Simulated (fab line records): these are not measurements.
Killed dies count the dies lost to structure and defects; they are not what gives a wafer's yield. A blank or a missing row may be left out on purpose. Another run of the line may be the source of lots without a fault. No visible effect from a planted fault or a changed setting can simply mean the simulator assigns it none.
Problem report, 8D (eight disciplines) form, completed by code ; flow sky130 ; the parts of the form that need people (team, actions taken, sign-off) are left out

## 1. THE ISSUE
VIA3_W_RS at SKY_VIA3_RS_MEAS_22 reads a mean of 0.257 ohm/sq on 1 wafer of 1 lot; wafers without a fault read 0.290 ohm/sq with a standard deviation of 0.0066. That is -5.0 standard deviations from the usual mean.
The step: measures by four-point-probe.
First seen on wafer L118.2, day 44 09:29, on filmMetro-03. At this step, 29 wafers from 10 lots have a number in the record. By rule, "out" or "out of limits" means more than 4 standard deviations away from the usual mean. The other wafers with a number count as sound.

## 2. WHAT IT IS AND WHAT IT IS NOT
question;is;is not
which readings at this step;VIA3_W_RS;-
which lots;L118;L102, L105, L106, L107, L108, L111, L112, L113, L125
which wafers of those lots;L118.2;L118.6
read on which gauges;filmMetro-03;filmMetro-01, filmMetro-04
when;from day 44 09:29;"up to then (25 sound wafers); but 3 sound wafers of L125 came after"

## 3. THE SUSPECTS, EACH WITH WHAT RULES IT OUT
Counting: a tool at a process step up to the reading stays a suspect if it ran every lot that is out. Sound lots after the first of them don't rule it out here, since some wafers of a struck lot are sound.
- the gauge at SKY_VIA3_RS_MEAS_22: kept. All the wafers that are out were read on filmMetro-03, and no step on other tools shows them out.
- cvdW-01 at SKY_CONTACT_CVD_24 (deposits W, target thk 340 nm, time 102.12 s): kept. It processed L118, the lot that is out, at day 36 20:29, and its most recent sound lot before then was L113 at day 35 07:49.
- rieMetal-02 at SKY_METAL1_METAL_ETCH_19 (etches the open film in Cl2/BCl3, stops on SiO2, target depth 360 nm, time 78 s): kept. It processed L118, the lot that is out, at day 37 23:35, and its most recent sound lot before then was L112 at day 36 06:56.
- cvdW-02 at SKY_VIA3_CVD_21 (deposits W, target thk 390 nm, time 117.31 s): kept. It processed L118, the lot that is out, at day 44 09:20, and its most recent sound lot before then was L113 at day 43 01:34.
- At SKY_CONTACT_CVD_24 on cvdW-01, chamber 1 took the sound wafers of the same lots and chamber 0 took the wafers that are out.
Left after counting: cvdW-01 at SKY_CONTACT_CVD_24, rieMetal-02 at SKY_METAL1_METAL_ETCH_19, cvdW-02 at SKY_VIA3_CVD_21, filmMetro-03 at SKY_VIA3_RS_MEAS_22.

## 4. THE CAUSE (what the simulator had put in)
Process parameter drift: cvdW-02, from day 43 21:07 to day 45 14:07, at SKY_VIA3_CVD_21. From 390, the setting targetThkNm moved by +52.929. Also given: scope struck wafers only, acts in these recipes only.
Counting leaves 4 suspects; this tool is one of them.

## 5. THE CHAIN OF EFFECTS, in route order
Each row: a reading whose mean over the struck wafers that have a number lies more than 3 standard deviations from the usual. Only readings for which the record gives a usual standard deviation are gone through. hours: the time from each lot's start at the first step in this table that gives one to its start at this step, as a median over the lots. sigmas: the change in usual standard deviations.
hours;step;reading;usual;on struck wafers;change;sigmas
0;SKY_VIA3_RS_MEAS_22;VIA3_W_RS;0.290 ohm/sq;0.257;-0.033;-5.0
6;SKY_VIA3_THK_MEAS_23;VIA3_W_THK;390 nm;431;+41;+4.4
9;SKY_VIA3_CMP_24;timeToEndpointS;95 s;108;+13;+3.6
Here are the process steps it includes:
- SKY_VIA3_CMP_24: polishes, stops on SiO2, t overpolish 20 s, target thk 0 nm.

## 6. WHAT WOULD HAVE CAUGHT IT SOONER
Counted from the fault's start at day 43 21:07, it took 12 hours until the first out-of-limits reading at a measuring or inspecting step in this record, taken at day 44 09:29.
Of the tool readings at SKY_VIA3_CVD_21 for which the record gives a usual standard deviation, none was out on any struck wafer, so an alarm limit of 4 standard deviations on them would not have fired.
By day 44 09:29, every lot that is out (1) had started SKY_VIA3_CVD_21 on cvdW-02. A hold on the tool at that time would have spared none of them.
